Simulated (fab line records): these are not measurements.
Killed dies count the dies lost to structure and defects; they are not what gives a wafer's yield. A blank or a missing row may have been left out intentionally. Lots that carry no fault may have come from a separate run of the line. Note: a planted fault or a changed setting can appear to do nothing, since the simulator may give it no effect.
Which tool is to blame? ; flow gf180mcu ; 36 wafers from 12 lots sampled at 2 of the route's 602 steps

## WHAT THE GAUGES SHOWED, per wafer
GF_V4_CD_MEAS_14: target cd 260 nm.
lot;measured;on;cd_nm (nm)
L075;day 25 01:56;cd_sem-01;256.6 258.5 257.1
L078;day 25 19:28;cd_sem-02;259.8 258.7 258.4
L079;day 26 04:32;cd_sem-02;260.2 259.5 258.3
L081;day 27 03:04;cd_sem-01;261.5 261.6 261.1
L082;day 27 12:53;cd_sem-01;257.5 259.3 258.3
L085;day 28 03:37;cd_sem-02;259.9 260.7 260.8
L087;day 28 14:22;cd_sem-02;259.4 258.6 258.9
L089;day 29 01:04;cd_sem-01;259.9 259.3 260.4
L091;day 29 12:05;cd_sem-02;260.5 259.5 262.2
L093;day 30 00:51;cd_sem-01;259.8 259.3 260.1
L095;day 30 16:45;cd_sem-02;259.0 259.1 258.7
L097;day 31 09:07;cd_sem-02;257.1 256.9 259.7

## EACH LOT AND THE TOOL THAT RAN IT (in order: tool; ch and the chambers of the sampled wafers; start)
lot;GF_M3_SPUTTER_04
L075;pvd_sputter-02, day 21 03:15
L078;pvd_sputter-02, day 21 23:12
L079;pvd_sputter-01, day 22 08:53
L081;pvd_sputter-01, day 23 08:54
L082;pvd_sputter-01, day 23 19:56
L085;pvd_sputter-04, day 24 11:48
L087;pvd_sputter-01, day 24 23:16
L089;pvd_sputter-04, day 25 11:36
L091;pvd_sputter-04, day 25 23:20
L093;pvd_sputter-02, day 26 14:07
L095;pvd_sputter-04, day 27 06:41
L097;pvd_sputter-04, day 28 01:13
- GF_M3_SPUTTER_04: material TiN, target thk 50 nm, time 41.7 s.

## THE ANSWER, worked out from the rows above alone
Rule: the usual values come from the lots themselves. The widest of any qualifying gaps counts: lots, ordered by their means at a reading, are off when they make up no more than a third of the lots, leave a main group of 4 or more, and stand apart from it by 3 or more times the standard deviation of that group's means. A main group is skipped when, at the precision printed for the reading in the tables above, its means are all equal. A lot without any number at a reading at which 4 lots or more have one is off too. Where the step has rows for the other lots, those lots are counted as sound.
Across all readings shown, no lot is off: no conclusion can be drawn from this.

## WHAT THE SIMULATOR PUT IN
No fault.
